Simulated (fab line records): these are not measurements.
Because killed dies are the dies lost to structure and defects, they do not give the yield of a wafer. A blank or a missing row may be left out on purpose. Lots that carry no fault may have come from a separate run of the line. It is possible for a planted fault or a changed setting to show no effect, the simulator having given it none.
The tool behind it: which one? -- flow gf180mcu -- Sampling: 12 lots, 36 wafers, 5 of 602 route steps

== WHAT THE GAUGES READ, wafer by wafer ==
GF_VT_IMPLANT_RS_MEAS_47: measures by four-point-probe.
lot,measured,on,NWELL_RS (ohm/sq)
L107,day 7 22:25,film metro-02,486.7 484.7 485.1
L108,day 8 03:11,film metro-04,486.1 487.3 485.1
L110,day 8 17:14,film metro-04,488.7 488.8 488.9
L114,day 9 20:08,film metro-03,488.0 489.4 487.5
L115,day 10 04:21,film metro-03,485.2 484.7 486.2
L116,day 10 12:25,film metro-02,488.0 486.9 488.0
L117,day 10 13:26,film metro-03,487.4 488.0 487.1
L119,day 11 06:15,film metro-03,487.8 486.7 488.8
L124,day 12 16:19,film metro-03,488.3 489.9 489.7
L125,day 13 02:25,film metro-03,487.1 486.6 487.0
L127,day 13 12:09,film metro-03,487.4 487.7 486.4
L130,day 14 07:48,film metro-02,487.9 488.2 488.4

GF_VT_IMPLANT_RS_MEAS_49: measures by four-point-probe.
lot,measured,on,MVPSD_RS (ohm/sq)
L107,day 7 22:40,film metro-02,1170 1169 1170
L108,day 8 03:25,film metro-04,1174 1176 1174
L110,day 8 17:29,film metro-04,1167 1167 1161
L114,day 9 20:23,film metro-03,1171 1169 1163
L115,day 10 04:35,film metro-03,1169 1165 1168
L116,day 10 12:40,film metro-02,1171 1169 1169
L117,day 10 13:40,film metro-03,1170 1170 1171
L119,day 11 06:29,film metro-03,1166 1167 1172
L124,day 12 16:34,film metro-03,1171 1171 1170
L125,day 13 02:40,film metro-03,1170 1167 1169
L127,day 13 12:23,film metro-03,1174 1210 1206 1172 1209 1210
L130,day 14 08:02,film metro-02,1173 1177 1171

== WHICH TOOL RAN EACH LOT (tool, then ch and the chambers of the sampled wafers, then the start) ==
lot,GF_MVPSD_IMPLANT_09,GF_VT_IMPLANT_STRIP_09,GF_VT_IMPLANT_STRIP_20
L107,"implanter-01 ch 0, day 5 05:41","plasma asher-04 ch 0,1, day 5 20:50","plasma asher-02 ch 0,1, day 6 12:28"
L108,"implanter-04 ch 0, day 5 09:20","plasma asher-04 ch 0,1, day 6 00:56","plasma asher-04 ch 0,1, day 6 17:23"
L110,"implanter-01 ch 0, day 5 22:43","plasma asher-02 ch 0,1, day 6 14:38","plasma asher-04 ch 0,1, day 7 06:56"
L114,"implanter-02 ch 0, day 6 22:49","plasma asher-04 ch 1, day 7 15:09","plasma asher-04 ch 0,1, day 8 07:35"
L115,"implanter-02 ch 0, day 7 06:38","plasma asher-03 ch 0,1, day 7 22:56","plasma asher-03 ch 0,1, day 8 16:08"
L116,"implanter-04 ch 0, day 7 12:31","plasma asher-02 ch 0,1, day 8 05:46","plasma asher-02 ch 0,1, day 8 23:18"
L117,"implanter-02 ch 0, day 7 14:55","plasma asher-03 ch 0,1, day 8 07:19","plasma asher-04 ch 0,1, day 9 00:39"
L119,"implanter-02 ch 0, day 8 04:41","plasma asher-02 ch 0,1, day 8 22:10","plasma asher-03 ch 0,1, day 9 15:59"
L124,"implanter-01 ch 0, day 9 09:25","plasma asher-02 ch 0,1, day 10 04:08","plasma asher-03 ch 0,1, day 10 23:23"
L125,"implanter-01 ch 0, day 9 19:10","plasma asher-04 ch 0,1, day 10 14:05","plasma asher-04 ch 0,1, day 11 09:17"
L127,"implanter-02 ch 0, day 10 03:50","plasma asher-02 ch 0,1, day 10 23:17","plasma asher-04 ch 0,1, day 11 18:44"
L130,"implanter-04 ch 0, day 10 22:08","plasma asher-04 ch 0,1, day 11 17:50","plasma asher-02 ch 0,1, day 12 13:44"
- GF_MVPSD_IMPLANT_09
- GF_VT_IMPLANT_STRIP_09: strips in O2/N2.
- GF_VT_IMPLANT_STRIP_20: strips in O2/N2.

== WHAT THE TOOLS THEMSELVES READ (means of the sampled wafers that have a number; where no wafer has one, the mark that the record gives instead) ==
GF_VT_IMPLANT_STRIP_09.
lot,tool,drypump motor current A (A),heater power w (W),oes product au (a.u.),platen temp c (C),strip time to endpoint s (s)
L107,plasma asher-04,5.6,359,0.714,250.05,12.62
L108,plasma asher-04,5.6,367,0.711,250.18,12.59
L110,plasma asher-02,6.2,337,0.719,250.01,12.59
L114,plasma asher-04,5.5,384,0.718,249.92,12.66
L115,plasma asher-03,5.9,295,0.721,249.89,12.63
L116,plasma asher-02,6.4,371,0.718,249.93,12.64
L117,plasma asher-03,5.7,284,0.713,249.89,12.63
L119,plasma asher-02,6.2,338,0.718,250.15,12.62
L124,plasma asher-02,6.4,363,0.716,250.08,12.67
L125,plasma asher-04,5.5,369,0.715,249.96,12.59
L127,plasma asher-02,6.2,333,0.718,250.01,12.65
L130,plasma asher-04,5.6,358,0.716,250.09,12.62

GF_VT_IMPLANT_STRIP_20.
lot,tool,drypump motor current A (A),heater power w (W),oes product au (a.u.),platen temp c (C),strip time to endpoint s (s)
L107,plasma asher-02,6.2,336,0.718,249.84,12.63
L108,plasma asher-04,5.5,373,0.712,250.09,12.64
L110,plasma asher-04,5.6,369,0.710,250.19,12.61
L114,plasma asher-04,5.6,356,0.721,249.74,12.58
L115,plasma asher-03,5.7,286,0.719,250.12,12.67
L116,plasma asher-02,6.4,373,0.716,250.14,12.64
L117,plasma asher-04,5.6,361,0.713,249.93,12.66
L119,plasma asher-03,5.7,286,0.721,249.96,12.63
L124,plasma asher-03,5.9,291,0.712,250.05,12.63
L125,plasma asher-04,5.6,355,0.714,250.07,12.64
L127,plasma asher-04,5.5,369,0.718,250.27,12.64
L130,plasma asher-02,6.4,363,0.717,250.14,12.62

== THE ANSWER, worked out from the rows above alone ==
Rule: the usual values come from the lots themselves. The widest of any qualifying gaps counts: lots, ordered by their means at a reading, are off when they make up no more than a third of the lots, leave a main group of 4 or more, and stand apart from it by 3 or more times the standard deviation of that group's means. A main group is skipped when, at the precision printed for the reading in the tables above, its means are all equal. Also off: a lot with no number at a reading for which 4 or more lots have one. The other lots that the step has rows for count as sound. First the gauges in route order, then the tools' own readings, where a lot's mean is used as printed above. The first step at which some lot is off is used, and at that step the reading that is off furthest; a lot without a number counts as furthest.
Off: L127, seen at GF_VT_IMPLANT_RS_MEAS_49 (MVPSD_RS). For the main group the mean is 1170 ohm/sq and the standard deviation 2.6.
A tool fits if, at a process step before that reading, it ran every lot that is off, and no sound lot after the first of them. Gauges at GF_VT_IMPLANT_RS_MEAS_49: tried the same way as those tools. Can't be told from this: 4 tools fit, implanter-02 at GF_MVPSD_IMPLANT_09, plasma asher-02 at GF_VT_IMPLANT_STRIP_09, plasma asher-04 at GF_VT_IMPLANT_STRIP_20, film metro-03 at GF_VT_IMPLANT_RS_MEAS_49.

== WHAT HAD BEEN PUT IN BY THE SIMULATOR ==
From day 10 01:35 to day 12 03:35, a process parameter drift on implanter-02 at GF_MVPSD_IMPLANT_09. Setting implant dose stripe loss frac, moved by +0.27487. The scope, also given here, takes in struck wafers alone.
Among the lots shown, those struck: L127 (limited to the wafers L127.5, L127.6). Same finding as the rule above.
